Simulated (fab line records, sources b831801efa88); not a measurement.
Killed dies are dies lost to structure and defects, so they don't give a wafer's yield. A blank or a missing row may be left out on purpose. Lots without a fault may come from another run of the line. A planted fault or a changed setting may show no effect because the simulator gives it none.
A struck lot beside a sound one | flow sky130 | 33 steps out of a route of 708
Sound: wafers L398.1, L398.3, L398.5. Struck: wafers L390.3, L390.5, L390.6. The cause comes at the end.
At each step with rows: each side's tool, then ch and its chambers, then its first start. Under that, the readings that differ: sound wafers | struck wafers | difference of the means | sigmas: that difference in standard deviations of wafers without a fault.
alike: readings whose means differ by less than 2 such deviations, and words and numbers that are the same on both sides. not compared: withheld readings, readings that some wafer has no value for, bounds like >300 that may hide the same value, and numbers for which the record gives no deviation and whose values overlap.
The two part at a step that has a row with sigmas, a row that says differs or no value, or rows on one side only. Numbers that don't overlap but have no deviation are shown without sigmas and don't part them. A reading that every wafer of one side lacks parts them only if that side has two wafers or more.

first, 7 steps without rows for these wafers: SKY_SONOS_TUNNEL_DEVELOP_06 (develop time 60 s); SKY_SONOS_TUNNEL_IMPLANT_09; SKY_SONOS_TUNNEL_WET_ETCH_10 (etches SiO2 in dHF, target depth 14 nm, time 280 s); SKY_SONOS_TUNNEL_STRIP_11 (strips in SPM, time 600 s); SKY_SONOS_TUNNEL_CLEAN_13 (cleans in dHF, time 20 s); SKY_SONOS_ONO_OXIDATION_00 (stabilise 600 s, purge 300 s, target thk 2.6 nm); SKY_SONOS_ONO_CVD_02 (deposits Si3N4 from DCS/NH3, target thk 10.5 nm, time 180 s).
SKY_SONOS_ONO_CVD_04: deposits SiO2 from SiH4/N2O, target thk 5.7199 nm.
  sound on lpcvd-03 ch 1, day 18 13:35; struck on lpcvd-03 ch 1, day 15 14:14
  reading                                    | sound             | struck            | difference | sigmas
  model.SiO2_of_SONOS_ONO_CVD_04.thk_nm (nm) | 5.815 5.726 5.908 | 3.868 3.899 3.862 | -1.940     |
  alike: spike_tc_centre_C
SKY_SONOS_ONO_THK_MEAS_05:
  sound on film_metro-04, day 18 14:50; struck on film_metro-03, day 15 15:43
  reading                   | sound          | struck         | difference | sigmas
  SONOS_ONO_CVD_04_THK (nm) | 5.78 5.71 5.87 | 3.90 3.93 3.86 | -1.89      | -20
  not compared: hold
then, 22 steps without rows for these wafers: SKY_SONOS_ONO_HMDS_07 (prime time 60 s); SKY_SONOS_ONO_COAT_08 (resist thk 1140 nm); SKY_SONOS_ONO_SOFTBAKE_09 (time 60 s); SKY_SONOS_ONO_EXPOSE_10 (exposes mask ONOM, target cd 410 nm); SKY_SONOS_ONO_PEB_11; SKY_SONOS_ONO_DEVELOP_12 (develop time 60 s); SKY_SONOS_ONO_ETCH_15 (etches the open film in CHF3/O2, target depth 19.52 nm, time 7.8 s); SKY_SONOS_ONO_WET_ETCH_16 (etches SiO2 in dHF, target depth 14 nm, time 280 s); SKY_SONOS_ONO_STRIP_17 (strips in O2/N2); SKY_SONOS_ONO_WET_ETCH_18 (etches Si3N4 in H3PO4, target depth 15 nm, time 172 s); SKY_GATE_OXIDE_CLEAN_00 (cleans in SC1/SC2, time 150 s); SKY_GATE_OXIDE_OXIDATION_01 (stabilise 600 s, purge 300 s, target thk 10.268 nm); SKY_GATE_OXIDE_DEHYDRATE_03 (time 60 s); SKY_GATE_OXIDE_HMDS_04 (prime time 60 s); SKY_GATE_OXIDE_COAT_05 (resist thk 1140 nm); SKY_GATE_OXIDE_SOFTBAKE_06 (time 60 s); SKY_GATE_OXIDE_EXPOSE_07 (exposes mask LVOM, target cd 600 nm); SKY_GATE_OXIDE_PEB_08; SKY_GATE_OXIDE_DEVELOP_09 (develop time 60 s); SKY_GATE_OXIDE_IMPLANT_11; SKY_GATE_OXIDE_WET_ETCH_12 (etches SiO2 in dHF, target depth 16.8 nm, time 336 s); SKY_GATE_OXIDE_STRIP_13 (strips in O2/N2).
-- the record jumps here: 2 days lie between the struck wafers' starts before and after --
SKY_GATE_OXIDE_CLEAN_15: cleans in SC1/SC2, time 150 s.
  sound on wet_bench-02 ch 0, day 21 05:43; struck on wet_bench-04 ch 2, day 18 03:33
  reading                                    | sound             | struck            | difference | sigmas
  model.SiO2_of_SONOS_ONO_CVD_04.thk_nm (nm) | 4.301 4.209 4.393 | 2.351 2.376 2.345 | -1.944     |
-- the record jumps here: 31 days lie between the struck wafers' starts before and after (it left off in module GATE_OXIDE and takes up again in module PAD_OPEN, whose first step shown is number 708 of the route) --
SKY_PAD_OPEN_PROBE_99:
  sound on prober-02, day 50 11:20; struck on prober-01, day 48 19:55
  reading                                 | sound                | struck               | difference | sigmas
  killed_at_front_end                     | 14 13 13             | 25 16 27             | +9         | +2
  model.etest.sonos_uncharged.r_on_ohm_um | 827.6 816.7 830      | 741 740.9 749.6      | -81        |
  model.etest.cap_ono.gate_log10_a_cm2    | -8.033 -7.976 -8.126 | -5.346 -5.431 -5.369 | +2.663     |
  model.etest.cap_ono.gate_bv_v (V)       | 16.47 16.33 16.51    | 14.46 13.65 14.45    | -2.25      |
  model.etest.cap_ono.tox_acc_nm (nm)     | 12.97 12.96 13.01    | 10.87 10.91 10.84    | -2.11      |
  model.etest.sonos_programmed.vt_v (V)   | 1.429 1.46 1.398     | 1.936 1.961 1.951    | +0.520     |
  model.etest.sonos_baked.vt_v (V)        | 0.9388 1.041 0.8902  | 1.301 1.284 1.259    | +0.325     |
  model.etest.sonos_erased.vt_v (V)       | -2.277 -2.317 -2.193 | -2.458 -2.476 -2.459 | -0.202     |
  alike: killed_at_M0_to_M3, killed_at_M4_up, killed_at_contacts, killed_at_other, killed_dies, killed_open, killed_short
  not compared: model.etest.sonos_erased.drive_ua_um

WHERE THEY PART
First at SKY_SONOS_ONO_THK_MEAS_05; last, within this record, at SKY_PAD_OPEN_PROBE_99.

WHY: what the simulator had put in
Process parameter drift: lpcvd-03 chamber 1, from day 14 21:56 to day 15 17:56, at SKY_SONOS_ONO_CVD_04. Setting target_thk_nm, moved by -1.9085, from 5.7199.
